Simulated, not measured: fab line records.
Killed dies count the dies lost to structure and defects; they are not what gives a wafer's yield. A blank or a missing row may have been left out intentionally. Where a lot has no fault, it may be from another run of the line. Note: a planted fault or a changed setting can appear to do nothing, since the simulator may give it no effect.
fab line records | flow gf180mcu
record lots=6 | wafers=18 | last_day=33
route steps=602 shown STI@28 DNWELL@32 NWELL@42 LVPWELL@54
lots that met no fault: from a run of the same line without faults
start_h: the number of hours between the record's first day and the start of the first shown wafer of the lot | wait_h: hours from the lot's prior step to this one | " the same as in the row above | L1.1+2: a single row standing in for several wafers | - no value present, or no start provided | * or withheld: withheld | < > ~ a bound
route shown NAME@n: names a module that has steps shown in the file, with the first one's number in the route | usual: the fault-free wafers' mean and standard deviation | same: alike in all rows | chamber/n: place in a boat | sites: each site's reading | _std_site: their standard deviation | _edge_site: the outer-site mean with the inner-site mean subtracted | radius_mm: how far each site lies from the wafer's centre | mask NAME#n: copy n | behind: the tool/chamber that last shaped the wafer | hold: why the lot went on hold/how many hours it stayed there/how the hold came to an end | device: which transistor (n, p or np) failed to switch | end of line: the tests these same wafers got at the end of their route | where a step has no rows: the recipe by itself | killed: not the wafer's yield, but the dies lost to structure and defects at the first sort | map: the dies of a wafer, with x for killed, . for not killed, _ for no die there
set.NAME: the run value of the setting; set.NAME@STEP: its run value at that earlier step | model.NAME: the simulator's own value behind a step, which no gauge read
a table for each step, a row for each wafer; lots at some steps of the route
services: from which hour (start_h, from the record's first day; less than 0 if before it) a tool's chamber was out of use, for how many hours, and why
## steps
# step GF_STI_WET_ETCH_27
# recipe chemistry=H3PO4 | target_depth_nm=160 | target=Si3N4 | temp_c=160 | time_s=1825
# step GF_STI_WET_ETCH_28
# recipe chemistry=dHF | target_depth_nm=20 | dry=ipa_marangoni | target=SiO2 | temp_c=25 | dilution=10:1 | time_s=40
# step GF_STI_OXIDATION_29
# recipe temp_c=900 | ambient=O2 | stabilise_s=600 | purge_s=300 | target_thk_a=100 | ox_time_s=1418
# step GF_STI_THK_MEAS_30
# recipe reads=SiO2_of_STI_OXIDATION_29
# usual STI_OXIDATION_02_THK=10.02/0.18
lot.wafer | tool          | chamber | start_h | wait_h | STI_OXIDATION_02_THK[nm]
L735.1    | film_metro-01 | -       | 61.83   | 0.0    | 10.42
L735.2    | "             | -       | "       | "      | 10.64
L735.4    | "             | -       | "       | "      | 10.36
L736.2    | film_metro-04 | -       | 71.63   | 0.0    | 10.31
L736.4    | "             | -       | "       | "      | 10.30
L736.6    | "             | -       | "       | "      | 10.22
L740.1    | film_metro-01 | -       | 91.68   | 0.0    | 9.85
L740.2    | "             | -       | "       | "      | 9.96
L740.3    | "             | -       | "       | "      | 10.00
L744.1    | film_metro-02 | -       | 111.93  | 0.0    | 10.18
L744.2    | "             | -       | "       | "      | 10.34
L744.5    | "             | -       | "       | "      | 10.02
L745.1    | film_metro-04 | -       | 117.00  | 0.0    | 10.00
L745.4    | "             | -       | "       | "      | 9.98
L745.6    | "             | -       | "       | "      | 10.04
L748.1    | film_metro-04 | -       | 128.98  | 0.0    | 9.98
L748.2    | "             | -       | "       | "      | 9.91
L748.3    | "             | -       | "       | "      | 10.04
# step GF_DNWELL_DEHYDRATE_00
# recipe temp_c=200 | time_s=60
# step GF_DNWELL_HMDS_01
# recipe prime_time_s=60 | prime_temp_c=120
# step GF_DNWELL_COAT_02
# recipe spin_rpm=2000 | resist_thk_nm=3000
# step GF_DNWELL_SOFTBAKE_03
# recipe temp_c=110 | time_s=withheld
# step GF_DNWELL_EXPOSE_04
# recipe mask_id=DNWELL | target_cd_nm=1700 | na=0.6 | source_shape=conventional | sigma_outer=0.6 | dose_mj=260
# step GF_DNWELL_PEB_05
# recipe temp_c=115 | time_s=withheld
# step GF_DNWELL_DEVELOP_06
# recipe wall_angle_deg=90 | develop_time_s=60 | dev_temp_c=23
# step GF_DNWELL_IMPLANT_07
# recipe species=P | energy_kev=1500 | dose_cm2=9.872e+12 | tilt_deg=0
# step GF_DNWELL_STRIP_08
# recipe chemistry=O2/N2 | power_w=1400 | pressure_mtorr=1500 | platen_temp_c=250 | o2_flow_sccm=3000 | n2_flow_sccm=300 | overash_fraction=0.5
# usual chamber_pressure_mTorr=1499.9/1.9 | drypump_motor_current_A=5.8/0.52 | heater_power_w=332/20 | n2_flow_sccm=299.9/0.79 | o2_flow_sccm=3001/8.7 | oes_product_au=0.722/0.0047 | strip_time_to_endpoint_s=36.97/0.11
lot.wafer | tool            | chamber | start_h | wait_h | chamber_pressure_mTorr | drypump_motor_current_A | heater_power_w | n2_flow_sccm | o2_flow_sccm | oes_product_au | rf_hours_counter_h | strip_time_to_endpoint_s | model.coat_of_DNWELL_COAT_02.thk_nm
L735.1    | plasma_asher-04 | 0       | 74.35   | 0.1    | -                      | -                       | -              | -            | -            | -              | -                  | -                        | 2995
L735.2    | "               | 1       | "       | "      | -                      | -                       | -              | -            | -            | -              | -                  | -                        | 2992
L735.4    | "               | 0       | "       | "      | -                      | -                       | -              | -            | -            | -              | -                  | -                        | 2995
L736.2    | plasma_asher-03 | 1       | 84.40   | 0.1    | -                      | -                       | -              | -            | -            | -              | -                  | -                        | 3022
L736.4    | "               | 0       | "       | "      | -                      | -                       | -              | -            | -            | -              | -                  | -                        | 3015
L736.6    | "               | 1       | "       | "      | -                      | -                       | -              | -            | -            | -              | -                  | -                        | 3015
L740.1    | plasma_asher-01 | 1       | 105.45  | 0.1    | 1499.6                 | 5.3                     | 355            | 299.3        | 3003         | 0.720          | 46                 | 37.21                    | 0
L740.2    | "               | 0       | "       | "      | 1500.0                 | 5.7                     | 326            | 299.9        | 3001         | 0.718          | 46                 | 37.14                    | 0
L740.3    | "               | 1       | "       | "      | 1497.7                 | 5.3                     | 350            | 298.5        | 3005         | 0.725          | -                  | 37.12                    | 0
L744.1    | plasma_asher-03 | 1       | 126.50  | 0.1    | 1498.6                 | 6.8                     | 352            | 299.5        | 2985         | 0.724          | 33                 | 36.88                    | 0
L744.2    | "               | 0       | "       | "      | 1500.3                 | 5.8                     | 307            | 301.6        | 3002         | 0.710          | 33                 | 36.82                    | 0
L744.5    | "               | 1       | "       | "      | 1498.6                 | 6.8                     | 362            | 300.0        | 2996         | 0.729          | -                  | 36.83                    | 0
L745.1    | plasma_asher-03 | 0       | 132.10  | 0.1    | 1501.1                 | 5.7                     | 314            | 300.7        | 2991         | 0.715          | 33                 | 37.05                    | 0
L745.4    | "               | 1       | "       | "      | 1501.5                 | 6.8                     | 363            | 300.4        | 2990         | 0.717          | -                  | 37.07                    | 0
L745.6    | "               | 1       | "       | "      | 1516.4                 | 6.8                     | 352            | 302.3        | 2993         | 0.728          | -                  | 36.93                    | 0
L748.1    | plasma_asher-03 | 0       | 142.90  | 0.1    | 1502.2                 | 5.7                     | 315            | 299.6        | 3003         | 0.725          | 35                 | 36.97                    | 0
L748.2    | "               | 1       | "       | "      | 1500.4                 | 6.7                     | 352            | 300.7        | 3001         | 0.727          | 35                 | 37.03                    | 0
L748.3    | "               | 0       | "       | "      | 1499.8                 | 5.8                     | 315            | 300.4        | 3002         | 0.721          | -                  | 36.96                    | 0
# step GF_DNWELL_TW_MEAS_09
# usual DNWELL_TW=1341/18
lot.wafer | tool          | chamber | start_h | wait_h | DNWELL_TW
L735.1    | film_metro-04 | -       | 74.45   | 0.1    | 1320
L735.2    | "             | -       | "       | "      | 1335
L735.4    | "             | -       | "       | "      | 1328
L736.2    | film_metro-03 | -       | 84.51   | 0.1    | 1352
L736.4    | "             | -       | "       | "      | 1355
L736.6    | "             | -       | "       | "      | 1359
L740.1    | film_metro-03 | -       | 105.55  | 0.1    | 1354
L740.2    | "             | -       | "       | "      | 1357
L740.3    | "             | -       | "       | "      | 1352
L744.1    | film_metro-03 | -       | 126.60  | 0.1    | 1355
L744.2    | "             | -       | "       | "      | 1351
L744.5    | "             | -       | "       | "      | 1354
L745.1    | film_metro-02 | -       | 132.20  | 0.1    | 1329
L745.4    | "             | -       | "       | "      | 1323
L745.6    | "             | -       | "       | "      | 1327
L748.1    | film_metro-02 | -       | 143.00  | 0.1    | 1318
L748.2    | "             | -       | "       | "      | 1333
L748.3    | "             | -       | "       | "      | 1323
# step GF_NWELL_DEHYDRATE_00
# recipe temp_c=200 | time_s=60
# step GF_NWELL_HMDS_01
# recipe prime_time_s=60 | prime_temp_c=120
# step GF_NWELL_COAT_02
# recipe spin_rpm=2000 | resist_thk_nm=3000
# step GF_NWELL_SOFTBAKE_03
# recipe temp_c=110 | time_s=withheld
# step GF_NWELL_EXPOSE_04
# recipe mask_id=Nwell | target_cd_nm=860 | na=0.6 | source_shape=conventional | sigma_outer=0.6 | dose_mj=260
# step GF_NWELL_PEB_05
# recipe temp_c=115 | time_s=withheld
# step GF_NWELL_DEVELOP_06
# recipe wall_angle_deg=90 | develop_time_s=60 | dev_temp_c=23
# step GF_NWELL_OVL_MEAS_07
# usual NWELL_OVL=-0.4/2.1
lot.wafer | tool       | chamber | start_h | wait_h | NWELL_OVL[nm]
L735.1    | overlay-01 | -       | 86.98   | -      | 0.3
L735.2    | "          | -       | "       | "      | -0.9
L735.4    | "          | -       | "       | "      | -0.3
L736.2    | overlay-01 | -       | 97.20   | -      | -0.4
L736.4    | "          | -       | "       | "      | -0.2
L736.6    | "          | -       | "       | "      | 0.1
L740.1    | overlay-02 | -       | 120.00  | -      | -2.9
L740.2    | "          | -       | "       | "      | -4.3
L740.3    | "          | -       | "       | "      | -3.0
L744.1    | overlay-01 | -       | 140.93  | -      | -2.3
L744.2    | "          | -       | "       | "      | -2.7
L744.5    | "          | -       | "       | "      | -2.1
L745.1    | overlay-01 | -       | 147.48  | -      | 0.7
L745.4    | "          | -       | "       | "      | 1.6
L745.6    | "          | -       | "       | "      | 0.5
L748.1    | overlay-02 | -       | 158.58  | -      | 0.3
L748.2    | "          | -       | "       | "      | -0.7
L748.3    | "          | -       | "       | "      | -2.5
# step GF_NWELL_IMPLANT_08
# recipe species=P | energy_kev=450 | dose_cm2=1.5e+13 | tilt_deg=0
# step GF_NWELL_IMPLANT_09
# recipe species=P | energy_kev=160 | dose_cm2=4e+12 | tilt_deg=0
# step GF_NWELL_STRIP_10
# recipe chemistry=O2/N2 | power_w=1400 | pressure_mtorr=1500 | platen_temp_c=250 | o2_flow_sccm=3000 | n2_flow_sccm=300 | overash_fraction=0.5
# usual chamber_pressure_mTorr=1500.2/1.3 | drypump_motor_current_A=5.7/0.41 | heater_power_w=322/18 | n2_flow_sccm=300.0/0.96 | o2_flow_sccm=2999/9 | oes_product_au=0.722/0.0044 | strip_time_to_endpoint_s=36.95/0.086
lot.wafer | tool            | chamber | start_h | wait_h | chamber_pressure_mTorr | drypump_motor_current_A | heater_power_w | n2_flow_sccm | o2_flow_sccm | oes_product_au | rf_hours_counter_h | strip_time_to_endpoint_s
L735.1    | plasma_asher-04 | 0       | 87.32   | 0.1    | 1496.4                 | 5.5                     | 328            | 300.1        | 2999         | 0.734          | 43                 | 81.19
L735.2    | "               | 1       | "       | "      | 1500.1                 | 5.4                     | 339            | 301.9        | 2986         | 0.734          | 43                 | 81.15
L735.4    | "               | 0       | "       | "      | 1500.3                 | 5.5                     | 320            | 300.1        | 2997         | 0.742          | -                  | 81.29
L736.2    | plasma_asher-04 | 1       | 97.53   | 0.1    | 1499.7                 | 5.5                     | 341            | 300.8        | 3006         | 0.733          | 44                 | 81.52
L736.4    | "               | 0       | "       | "      | 1500.8                 | 5.5                     | 314            | 300.4        | 3006         | 0.745          | -                  | 81.31
L736.6    | "               | 0       | "       | "      | 1501.8                 | 5.5                     | 318            | 300.5        | 2998         | 0.735          | -                  | 81.35
L740.1    | plasma_asher-01 | 1       | 120.33  | 0.1    | 1499.7                 | 5.3                     | 357            | 299.5        | 2986         | 0.719          | 48                 | 36.91
L740.2    | "               | 0       | "       | "      | 1501.6                 | 5.7                     | 317            | 300.1        | 3005         | 0.716          | 48                 | 36.96
L740.3    | "               | 0       | "       | "      | 1499.2                 | 5.7                     | 322            | 299.2        | 2994         | 0.723          | -                  | 36.76
L744.1    | plasma_asher-01 | 0       | 141.27  | 0.1    | 1500.2                 | 5.7                     | 327            | 299.7        | 2999         | 0.724          | 50                 | 36.80
L744.2    | "               | 1       | "       | "      | 1500.7                 | 5.3                     | 347            | 300.6        | 2995         | 0.726          | 50                 | 36.88
L744.5    | "               | 1       | "       | "      | 1500.8                 | 5.3                     | 343            | 299.5        | 2988         | 0.726          | -                  | 36.89
L745.1    | plasma_asher-01 | 1       | 147.82  | 0.1    | 1499.4                 | 5.3                     | 354            | 299.6        | 3005         | 0.717          | 51                 | 36.90
L745.4    | "               | 0       | "       | "      | 1499.4                 | 5.8                     | 316            | 298.4        | 2998         | 0.719          | -                  | 36.94
L745.6    | "               | 0       | "       | "      | 1498.3                 | 5.7                     | 321            | 299.5        | 2992         | 0.723          | -                  | 36.91
L748.1    | plasma_asher-02 | 1       | 158.92  | 0.1    | 1497.1                 | 6.5                     | 307            | 300.0        | 2997         | 0.723          | 49                 | 37.03
L748.2    | "               | 0       | "       | "      | 1501.3                 | 5.7                     | 314            | 300.9        | 3019         | 0.717          | 49                 | 36.91
L748.3    | "               | 0       | "       | "      | 1501.7                 | 5.7                     | 310            | 298.4        | 3009         | 0.723          | -                  | 36.91
# step GF_NWELL_TW_MEAS_11
# usual NWELL_TW=1570/16
lot.wafer | tool          | chamber | start_h | wait_h | NWELL_TW
L735.1    | film_metro-03 | -       | 87.42   | 0.1    | 30
L735.2    | "             | -       | "       | "      | 30
L735.4    | "             | -       | "       | "      | 30
L736.2    | film_metro-03 | -       | 97.64   | 0.1    | 30
L736.4    | "             | -       | "       | "      | 30
L736.6    | "             | -       | "       | "      | 30
L740.1    | film_metro-03 | -       | 120.43  | 0.1    | 1595
L740.2    | "             | -       | "       | "      | 1588
L740.3    | "             | -       | "       | "      | 1603
L744.1    | film_metro-03 | -       | 141.37  | 0.1    | 1586
L744.2    | "             | -       | "       | "      | 1588
L744.5    | "             | -       | "       | "      | 1596
L745.1    | film_metro-03 | -       | 147.92  | 0.1    | 1579
L745.4    | "             | -       | "       | "      | 1579
L745.6    | "             | -       | "       | "      | 1572
L748.1    | film_metro-02 | -       | 159.02  | 0.1    | 1541
L748.2    | "             | -       | "       | "      | 1546
L748.3    | "             | -       | "       | "      | 1546
# step GF_LVPWELL_DEHYDRATE_00
# recipe temp_c=200 | time_s=60
## services
tool            | chamber | start_h | hours | kind
plasma_asher-03 | -       | 98.06   | 2.1   | repair
plasma_asher-04 | -       | 108.75  | 9.0   | pm
plasma_asher-04 | 0       | 108.75  | 9.0   | vent_cycle
plasma_asher-04 | 1       | 108.75  | 9.0   | vent_cycle
plasma_asher-04 | 0       | 117.75  | -     | clean
plasma_asher-04 | 1       | 117.75  | -     | clean
## key
first_sign step=GF_DNWELL_STRIP_08 | reading=tool_record | direction=missing
effect step=GF_NWELL_STRIP_10 | reading=strip_time_to_endpoint_s | direction=up | sigmas=99+ | usual=* | struck=*
effect step=GF_NWELL_TW_MEAS_11 | reading=NWELL_TW | direction=down | sigmas=97 | usual=1570 | struck=30
model_effect step=GF_DNWELL_STRIP_08 | value=coat_of_DNWELL_COAT_02.thk_nm | without=0 | struck=3006
met_at GF_DNWELL_STRIP_08
struck_wafers L735.1,L735.2,L735.4,L736.2,L736.4,L736.6
rows_end L735.1,L735.2,L735.4
sort_left_out L736.2,L736.4,L736.6
tester_left_out L736
fault kind=skipped_step_whole | tool=plasma_asher-03,plasma_asher-04 | chamber=- | onset_h=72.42 | steps=GF_DNWELL_STRIP_08 | scope=struck_lots_only
# tester_left_out: of these lots the tester's yield and bins aren't shown, on N5 and GAA mostly nor the transistor test; their killed dies are dies lost to structure and defects alone, not to doping, threshold or leakage, so they don't give the yield
# sort_left_out: the simulated sort isn't trusted on such a fault, so these wafers' sort isn't shown, and their yield isn't known
# rows_end: these wafers met a further fault down the route, and their rows from its step on are left out
